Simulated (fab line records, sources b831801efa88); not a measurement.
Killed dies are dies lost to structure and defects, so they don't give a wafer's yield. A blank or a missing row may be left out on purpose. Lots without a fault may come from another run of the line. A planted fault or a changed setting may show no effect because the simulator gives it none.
fab line records | flow sky130
record lots=13 wafers=39 last_day=50
route steps=708 shown PWDE@54 LDD_HVP@288 LDD_LDN@297 SD_N@349
lots that met no fault: from a run of the same line without faults
start_h: hours from the record's first day to the start of the lot's first wafer shown | wait_h: hours since the lot's step before | " the same as in the row above | L1.1+2: a row that stands for several wafers | - no value, or no start given | * or withheld: withheld | < > ~ a bound
route shown NAME@n: a module of which the file shows steps, and the number in the route of the first | usual: mean/standard deviation of fault-free wafers | same: alike in all rows | chamber/n: place in a boat | sites: the reading at each site | _std_site: their standard deviation | _edge_site: outer sites' mean less inner sites' | radius_mm: how far each site lies from the wafer's centre | mask NAME#n: copy n | behind: the tool/chamber that last shaped the wafer | hold: why the lot was held/for how many hours/how that ended | device: the transistor (n, p or np) that didn't switch | end of line: the same wafers' tests at the end of the route | a step without rows: its recipe alone | killed: dies lost to structure and defects at the first sort, not the wafer's yield | map: a wafer's dies, x killed, . not, _ none there
set.NAME: the setting as run; set.NAME@STEP: as run at that earlier step | model.NAME: the simulator's own value behind a step, which no gauge read
steps of the route over a sample of lots; a table a step, a row a wafer
services: from which hour (start_h, from the record's first day; less than 0 if before it) a tool's chamber was out of use, for how many hours, and why
## steps
# step SKY_PWDE_STRIP_09
# recipe chemistry=O2/N2 power_w=1400 pressure_mtorr=1500 platen_temp_c=withheld o2_flow_sccm=3000 n2_flow_sccm=300 overash_fraction=0.5
# usual drypump_motor_current_A=6.0/0.57 oes_product_au=0.722/0.0045 strip_time_to_endpoint_s=36.90/0.13
# columns lot.wafer tool chamber start_h wait_h drypump_motor_current_A oes_product_au rf_hours_counter_h strip_time_to_endpoint_s
L148.2 plasma_asher-02 1 80.78 0.1 6.2 0.718 28 36.96
L148.5 " 0 " " 6.3 0.719 - 36.93
L148.6 " 1 " " 6.2 0.725 - 36.98
L149.1 plasma_asher-03 1 88.27 0.1 6.8 0.721 39 36.79
L149.2 " 0 " " 5.7 0.722 39 36.74
L149.4 " 1 " " 6.8 0.724 - 36.83
L150.1 plasma_asher-03 0 93.43 0.1 5.7 0.725 40 36.89
L150.2 " 1 " " 6.8 0.729 40 36.90
L150.4 " 0 " " 5.8 0.719 - 36.84
L152.1 plasma_asher-04 0 101.45 0.1 5.0 0.727 42 37.11
L152.2 " 1 " " 5.4 0.723 42 37.25
L152.5 " 0 " " 5.0 0.720 - 37.06
L155.1 plasma_asher-03 1 123.80 0.1 6.8 0.728 43 36.86
L155.4 " 0 " " 5.8 0.729 - 36.87
L155.6 " 0 " " 5.7 0.724 - 36.89
L157.1 plasma_asher-02 1 129.82 0.1 6.2 0.717 32 37.10
L157.2 " 0 " " 6.3 0.718 32 37.13
L157.6 " 1 " " 6.2 0.711 - 36.97
L158.2 plasma_asher-03 0 134.42 0.1 5.8 0.719 44 36.88
L158.4 " 0 " " 5.8 0.726 - 36.87
L158.5 " 1 " " 6.9 0.718 - 36.82
L159.1 plasma_asher-03 1 138.95 0.1 6.8 0.712 45 36.90
L159.3 " 0 " " 5.7 0.715 - 36.80
L159.4 " 1 " " 6.8 0.722 - 36.81
L160.1 plasma_asher-02 1 151.97 0.1 6.2 0.725 34 37.02
L160.2 " 0 " " 6.3 0.720 34 37.02
L160.3 " 1 " " 6.2 0.719 - 36.95
L165.1 plasma_asher-02 0 175.62 0.1 6.3 0.718 37 36.60
L165.3 " 0 " " 6.2 0.720 - 36.68
L165.4 " 1 " " 6.2 0.725 - 36.74
L167.1 plasma_asher-02 1 187.48 0.1 6.2 0.717 38 36.84
L167.4 " 0 " " 6.2 0.723 - 36.78
L167.5 " 0 " " 6.3 0.727 - 36.78
L168.2 plasma_asher-02 0 192.08 0.1 6.3 0.719 38 36.71
L168.3 " 1 " " 6.2 0.720 - 36.67
L168.6 " 0 " " 6.3 0.724 - 36.73
L169.3 plasma_asher-03 0 194.97 0.1 5.8 0.722 - 36.80
L169.4 " 1 " " 6.9 0.723 - 36.84
L169.6 " 1 " " 6.8 0.728 - 36.84
# step SKY_LDD_HVP_TW_MEAS_10
# usual LDD_HVP_TW=460/7.2
# columns lot.wafer tool chamber start_h wait_h LDD_HVP_TW
L148.2 film_metro-04 - 513.56 0.1 453
L148.5 " - " " 454
L148.6 " - " " 453
L149.1 film_metro-03 - 522.33 0.1 468
L149.2 " - " " 466
L149.4 " - " " 462
L150.1 film_metro-04 - 534.30 0.1 456
L150.2 " - " " 454
L150.4 " - " " 454
L152.1 film_metro-03 - 547.63 0.1 465
L152.2 " - " " 464
L152.5 " - " " 465
L155.1 film_metro-03 - 583.43 0.1 467
L155.4 " - " " 469
L155.6 " - " " 469
L157.1 film_metro-03 - 596.85 0.1 465
L157.2 " - " " 468
L157.6 " - " " 468
L158.2 film_metro-04 - 599.34 0.1 451
L158.4 " - " " 452
L158.5 " - " " 452
L159.1 film_metro-04 - 604.93 0.1 454
L159.3 " - " " 454
L159.4 " - " " 456
L160.1 film_metro-02 - 625.59 0.1 451
L160.2 " - " " 454
L160.3 " - " " 453
L165.1 film_metro-03 - 657.00 0.1 466
L165.3 " - " " 465
L165.4 " - " " 467
L167.1 film_metro-02 - 673.50 0.1 455
L167.4 " - " " 458
L167.5 " - " " 457
L168.2 film_metro-03 - 678.16 0.1 467
L168.3 " - " " 467
L168.6 " - " " 468
L169.3 film_metro-03 - 683.81 0.1 468
L169.4 " - " " 467
L169.6 " - " " 468
# step SKY_LDD_LDN_IMPLANT_08
# recipe species=As energy_kev=15 dose_cm2=1.25e+13 tilt_deg=withheld rotation_deg=23
# usual beam_energy_keV=15.001/0.0047 dose_ions_cm2=1.2501e+13/1.2e+10 faraday_current_uA=70.3/1.4
# columns lot.wafer tool chamber start_h wait_h beam_energy_keV dose_ions_cm2 faraday_current_uA
L148.2 implanter-01 0 543.67 0.0 15.006 1.2481e+13 72.0
L148.5 " 0 " " 14.998 1.2496e+13 70.1
L148.6 " 0 " " 14.997 1.2491e+13 70.3
L149.1 implanter-01 0 552.57 0.0 15.001 1.2509e+13 70.4
L149.2 " 0 " " 15.006 1.2488e+13 68.6
L149.4 " 0 " " 15.003 1.2493e+13 71.8
L150.1 implanter-04 0 564.87 0.0 14.999 1.2509e+13 69.1
L150.2 " 0 " " 15.005 1.2511e+13 71.2
L150.4 " 0 " " 15.001 1.251e+13 69.6
L152.1 implanter-01 0 577.53 0.0 14.992 1.2492e+13 68.8
L152.2 " 0 " " 14.999 1.2475e+13 71.2
L152.5 " 0 " " 14.993 1.2489e+13 69.5
L155.1 implanter-01 0 612.52 0.0 14.993 1.2503e+13 71.7
L155.4 " 0 " " 14.999 1.252e+13 69.8
L155.6 " 0 " " 15.000 1.25e+13 71.8
L157.1 implanter-03 0 626.18 0.0 15.002 1.2505e+13 71.1
L157.2 " 0 " " 14.997 1.2505e+13 69.6
L157.6 " 0 " " 14.999 1.2521e+13 69.6
L158.2 implanter-03 0 628.51 0.0 14.999 1.2474e+13 69.8
L158.4 " 0 " " 15.006 1.2495e+13 70.2
L158.5 " 0 " " 15.006 1.2518e+13 68.6
L159.1 implanter-03 0 633.70 0.0 15.002 1.1249e+13 63.8
L159.3 " 0 " " 15.006 1.1273e+13 64.7
L159.4 " 0 " " 14.997 1.1262e+13 61.2
L160.1 implanter-03 0 654.48 0.0 15.013 1.1271e+13 63.4
L160.2 " 0 " " 15.004 1.126e+13 62.3
L160.3 " 0 " " 15.009 1.1278e+13 63.3
L165.1 implanter-04 0 684.55 0.0 15.005 1.2513e+13 69.3
L165.3 " 0 " " 15.007 1.2503e+13 70.4
L165.4 " 0 " " 15.002 1.2489e+13 72.5
L167.1 implanter-04 0 700.68 0.0 14.998 1.2494e+13 68.2
L167.4 " 0 " " 14.997 1.2509e+13 70.8
L167.5 " 0 " " 15.001 1.2493e+13 71.2
L168.2 implanter-04 0 705.67 0.0 15.003 1.2515e+13 71.9
L168.3 " 0 " " 15.004 1.251e+13 69.1
L168.6 " 0 " " 14.999 1.2522e+13 70.3
L169.3 implanter-03 0 711.22 0.1 15.008 1.2493e+13 72.1
L169.4 " 0 " " 15.006 1.2494e+13 69.1
L169.6 " 0 " " 15.002 1.2502e+13 69.7
# step SKY_SD_N_CD_MEAS_07
# recipe target_cd_nm=380
# usual cd_nm=380.1/2.1
# columns lot.wafer tool chamber start_h wait_h cd_nm
L148.2 cd_sem-01 - 663.68 0.1 382.4
L148.5 " - " " 382.0
L148.6 " - " " 383.7
L149.1 cd_sem-01 - 670.41 0.1 379.4
L149.2 " - " " 378.7
L149.4 " - " " 379.6
L150.1 cd_sem-01 - 683.13 0.1 378.6
L150.2 " - " " 381.4
L150.4 " - " " 378.6
L152.1 cd_sem-01 - 696.63 0.2 381.5
L152.2 " - " " 382.4
L152.5 " - " " 381.1
L155.1 cd_sem-01 - 729.93 0.1 379.4
L155.4 " - " " 379.9
L155.6 " - " " 381.4
L157.1 cd_sem-01 - 740.87 0.2 379.5
L157.2 " - " " 379.4
L157.6 " - " " 380.5
L158.2 cd_sem-01 - 744.55 0.1 380.3
L158.4 " - " " 379.4
L158.5 " - " " 380.2
L159.1 cd_sem-01 - 748.11 0.1 378.6
L159.3 " - " " 379.8
L159.4 " - " " 378.7
L160.1 cd_sem-02 - 766.58 0.1 380.0
L160.2 " - " " 378.3
L160.3 " - " " 381.1
L165.1 cd_sem-01 - 796.86 0.1 380.7
L165.3 " - " " 376.4
L165.4 " - " " 380.7
L167.1 cd_sem-01 - 810.60 0.1 382.9
L167.4 " - " " 381.6
L167.5 " - " " 379.5
L168.2 cd_sem-01 - 817.10 0.1 379.9
L168.3 " - " " 381.0
L168.6 " - " " 381.6
L169.3 cd_sem-01 - 819.69 0.1 375.2
L169.4 " - " " 376.0
L169.6 " - " " 379.1
## services
# columns tool chamber start_h hours kind
implanter-04 - 59.84 2.1 pm
implanter-01 - 60.95 6.7 repair
implanter-01 - 87.23 3.3 repair
implanter-03 - 91.38 3.1 pm
plasma_asher-02 - 115.13 4.0 pm
implanter-03 - 209.59 3.6 pm
plasma_asher-03 - 226.55 4.0 repair
plasma_asher-03 - 245.89 2.5 repair
plasma_asher-03 - 269.32 1.4 repair
plasma_asher-02 - 272.30 10.8 repair
plasma_asher-03 - 314.18 2.8 pm
implanter-03 - 338.81 3.9 repair
plasma_asher-02 - 378.95 1.7 repair
plasma_asher-03 - 386.08 3.9 repair
implanter-03 - 386.71 0.6 repair
implanter-03 - 413.66 2.5 repair
plasma_asher-03 - 421.25 9.0 pm
plasma_asher-02 - 439.47 21.2 repair
implanter-03 - 472.28 2.7 repair
implanter-03 - 548.98 1.3 repair
implanter-03 - 595.74 2.9 repair
implanter-03 - 618.10 1.5 repair
plasma_asher-02 - 675.19 1.7 repair
implanter-03 - 698.59 5.6 pm
## key
first_sign step=SKY_LDD_LDN_IMPLANT_08 reading=dose_ions_cm2 direction=down sigmas=99+ usual=* struck=*
effect step=SKY_LDD_LDN_IMPLANT_08 reading=faraday_current_uA direction=down sigmas=5.2 usual=70.3 struck=63.1
met_at SKY_LDD_LDN_IMPLANT_08
struck_lots L159,L160
tester_left_out L159,L160
not_acting_at SKY_PWDE_STRIP_09,SKY_LDD_HVP_TW_MEAS_10,SKY_SD_N_CD_MEAS_07
onset_between 628.51 633.70
fault kind=process_parameter_drift tool=implanter-03 chamber=- onset_h=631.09 steps=SKY_LDD_LDN_IMPLANT_08 channel=dose_cm2 offset=* shape=step end_h=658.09 acts_in=* stated=*
# tester_left_out: of these lots the tester's yield and bins aren't shown, on N5 and GAA mostly nor the transistor test; their killed dies are dies lost to structure and defects alone, not to doping, threshold or leakage, so they don't give the yield
